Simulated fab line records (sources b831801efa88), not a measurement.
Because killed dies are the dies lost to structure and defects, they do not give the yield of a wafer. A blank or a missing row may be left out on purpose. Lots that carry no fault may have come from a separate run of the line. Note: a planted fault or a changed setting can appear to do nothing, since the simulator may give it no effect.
A struck lot beside a sound one | flow sky130 | 18 out of 708 route steps
Sound: the wafers L895.2, L895.3, L895.6. The struck wafers were L910.1, L910.3, L910.4. Last of all comes the cause.
Per side, at each step with rows, come the tool, then ch with its chambers, and then its first start. Under that, the readings that differ: sound wafers | struck wafers | difference of the means | sigmas: that difference in standard deviations of wafers without a fault.
alike: readings whose means differ by less than 2 such deviations, and words and numbers that are the same on both sides. not compared: withheld readings, readings that some wafer has no value for, bounds like >300 that may hide the same value, and numbers for which the record gives no deviation and whose values overlap.
Wherever a step has rows on one side only, a row that says differs or no value, or a row with sigmas, the two part there. Non-overlapping numbers with no deviation appear without sigmas and do not part them. A reading missing from all wafers of one side parts the sides only when that side holds two or more wafers.

SKY_LDD_HVP_STRIP_09: strips in O2/N2.
  sound on plasma_asher-02 ch 0,1, day 24 00:13; struck on plasma_asher-03 ch 0,1, day 29 02:27
  alike: drypump_motor_current_A, oes_product_au, strip_time_to_endpoint_s
  not compared: rf_hours_counter_h
SKY_LDD_HVP_TW_MEAS_10:
  sound on film_metro-02, day 24 00:20; struck on film_metro-02, day 29 02:33
  alike: LDD_HVP_TW
then, 7 steps without rows for these wafers: SKY_LDD_LDN_DEHYDRATE_00 (time 60 s); SKY_LDD_LDN_HMDS_01 (prime time 60 s); SKY_LDD_LDN_COAT_02 (resist thk 1140 nm); SKY_LDD_LDN_SOFTBAKE_03 (time 60 s); SKY_LDD_LDN_EXPOSE_04 (exposes mask LDNTM, target cd 700 nm); SKY_LDD_LDN_PEB_05; SKY_LDD_LDN_DEVELOP_06 (develop time 60 s).
SKY_LDD_LDN_OVL_MEAS_07:
  sound on overlay-01, day 25 05:20; struck on overlay-02, day 30 06:17
  alike: LDD_LDN_OVL
then, 2 steps without rows for these wafers: SKY_LDD_LDN_IMPLANT_08; SKY_LDD_LDN_IMPLANT_09.
SKY_LDD_LDN_IMPLANT_10:
  sound on implanter-02 ch 0, day 25 05:41; struck on implanter-02 ch 0, day 30 06:37
  reading            | sound                            | struck                        | difference | sigmas
  dose_ions_cm2      | 1.2475e+13 1.2499e+13 1.2516e+13 | 6.344e+12 6.293e+12 6.309e+12 | -6.181e+12 | -99 or more
  faraday_current_uA | 71.7 68.5 70.6                   | 35.6 34.9 35.1                | -35.1      | -25
  alike: beam_energy_keV
after that, 1 step had no rows for these wafers: SKY_LDD_LDN_IMPLANT_11.
SKY_LDD_LDN_STRIP_12: strips in O2/N2.
  sound on plasma_asher-03 ch 0,1, day 25 05:58; struck on plasma_asher-04 ch 0,1, day 30 06:55
  reading                      | sound             | struck            | difference | sigmas
  drypump_motor_current_A (A)  | 6.7 6.7 5.9       | 5.2 5.2 5.3       | -1.2       | -3
  strip_time_to_endpoint_s (s) | 14.10 14.13 14.10 | 14.20 14.20 14.21 | +0.09      | +2
  alike: oes_product_au
  not compared: rf_hours_counter_h
SKY_LDD_LDN_TW_MEAS_13:
  sound on film_metro-04, day 25 06:05; struck on film_metro-04, day 30 07:01
  reading    | sound          | struck         | difference | sigmas
  LDD_LDN_TW | 1494 1487 1477 | 1436 1437 1431 | -51        | -6
then, 1 step without rows for these wafers: SKY_LDD_LDN_CLEAN_14 (cleans in SC1/SC2, time 150 s).
-- record jumps: 21 days separate the struck wafers' starts on either side; left off in module LDD_LDN, taken up again in module PAD_OPEN, whose first shown step is the route's number 708 --
SKY_PAD_OPEN_PROBE_99:
  sound on prober-01, day 47 16:04; struck on prober-02, day 50 19:35
  reading                         | sound          | struck         | difference | sigmas
  model.etest.tip_sonos.rs_ohm_sq | 2640 2626 2662 | 2811 2862 2799 | +181       |
  alike: killed_at_M0_to_M3, killed_at_M4_up, killed_at_contacts, killed_at_front_end, killed_at_other, killed_dies, killed_open, killed_short

WHERE THEY PART
Earliest at SKY_LDD_LDN_IMPLANT_10; latest, in this record, at SKY_LDD_LDN_TW_MEAS_13. Later steps at which nothing parts them and some readings are alike: SKY_PAD_OPEN_PROBE_99.

WHY: whatever the simulator had introduced
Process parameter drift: implanter-02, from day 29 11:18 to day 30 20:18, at SKY_LDD_LDN_IMPLANT_10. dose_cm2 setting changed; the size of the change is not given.
